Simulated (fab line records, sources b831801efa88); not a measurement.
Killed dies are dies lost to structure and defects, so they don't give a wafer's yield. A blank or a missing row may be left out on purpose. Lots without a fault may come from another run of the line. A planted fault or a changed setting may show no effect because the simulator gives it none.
Which tool did it? | flow gf180mcu | 11 lots, 33 wafers sampled, at 4 steps of a route of 602

WHAT THE GAUGES READ, wafer by wafer
GF_V4_THK_MEAS_03.
lot  | measured     | on            | V4_CVD_02_THK (nm)
L208 | day 23 05:46 | film_metro-03 | 842 845 851
L209 | day 23 17:19 | film_metro-02 | 832 849 862
L210 | day 24 04:25 | film_metro-03 | 852 840 863
L217 | day 26 15:08 | film_metro-04 | 845 845 1207
L221 | day 28 01:48 | film_metro-02 | 852 837 848
L225 | day 29 04:14 | film_metro-04 | 861 861 856
L226 | day 29 04:58 | film_metro-02 | 845 838 843
L227 | day 29 22:20 | film_metro-04 | 835 850 846
L228 | day 30 01:24 | film_metro-03 | 844 855 857
L230 | day 30 05:40 | film_metro-04 | 854 852 858
L231 | day 30 16:22 | film_metro-04 | 858 858 869

WHICH TOOL RAN EACH LOT (tool, then ch and the chambers of the sampled wafers, then the start)
lot  | GF_M2_SPUTTER_04             | GF_M2_STRIP_17                       | GF_V4_CVD_02
L208 | pvd_sputter-03, day 17 23:25 | plasma_asher-01 ch 0,1, day 18 23:49 | pecvd-04 ch 0,2, day 23 05:41
L209 | pvd_sputter-04, day 18 10:33 | plasma_asher-04 ch 0,1, day 19 10:53 | pecvd-02 ch 0,1,2, day 23 17:13
L210 | pvd_sputter-01, day 18 23:22 | plasma_asher-01 ch 0,1, day 19 23:57 | pecvd-03 ch 1,2, day 24 04:21
L217 | pvd_sputter-04, day 21 17:38 | plasma_asher-04 ch 0, day 22 17:22   | pecvd-03 ch 0,1,2, day 26 15:04
L221 | pvd_sputter-04, day 23 09:06 | plasma_asher-03 ch 0,1, day 24 07:34 | pecvd-04 ch 1,2, day 28 01:44
L225 | pvd_sputter-01, day 24 13:38 | plasma_asher-03 ch 0,1, day 25 11:17 | pecvd-03 ch 0,1,2, day 29 04:10
L226 | pvd_sputter-03, day 24 16:09 | plasma_asher-01 ch 0,1, day 25 13:38 | pecvd-02 ch 0,1,2, day 29 04:55
L227 | pvd_sputter-04, day 25 11:43 | plasma_asher-01 ch 0,1, day 26 08:52 | pecvd-02 ch 0,1,2, day 29 22:16
L228 | pvd_sputter-01, day 25 14:50 | plasma_asher-04 ch 0,1, day 26 12:10 | pecvd-03 ch 1, day 30 01:17
L230 | pvd_sputter-03, day 25 19:34 | plasma_asher-03 ch 0,1, day 26 16:47 | pecvd-04 ch 1,2, day 30 05:35
L231 | pvd_sputter-01, day 26 08:59 | plasma_asher-04 ch 0,1, day 27 05:38 | pecvd-04 ch 0,1,2, day 30 16:17
- GF_M2_SPUTTER_04: material TiN, target thk 50 nm, time 41.7 s.
- GF_M2_STRIP_17: strips in O2/N2.
- GF_V4_CVD_02: deposits SiO2 from TEOS, target thk 850 nm, time 94.851 s.

THE ANSWER, worked out from the rows above alone
Rule: what is usual is taken from the lots themselves. Put in order of their means at a reading, lots are off if they are a third of the lots or fewer, leave a main group of 4 or more, and stand apart from it by a gap of 3 or more times the standard deviation of the main group's means; of several such gaps the widest counts. A main group whose means are all the same, to the digits that the tables above print for the reading, isn't used. A lot without any number at a reading at which 4 lots or more have one is off too. The other lots that the step has rows for count as sound.
Off: L217, at GF_V4_THK_MEAS_03 (V4_CVD_02_THK). The main group: mean 850 nm, standard deviation 6.3.
A tool fits if, at a process step before that reading, it ran every lot that is off, and no sound lot after the first of them. The gauges at GF_V4_THK_MEAS_03 are tried like those tools. None of those tried fits.

WHAT THE SIMULATOR HAD PUT IN
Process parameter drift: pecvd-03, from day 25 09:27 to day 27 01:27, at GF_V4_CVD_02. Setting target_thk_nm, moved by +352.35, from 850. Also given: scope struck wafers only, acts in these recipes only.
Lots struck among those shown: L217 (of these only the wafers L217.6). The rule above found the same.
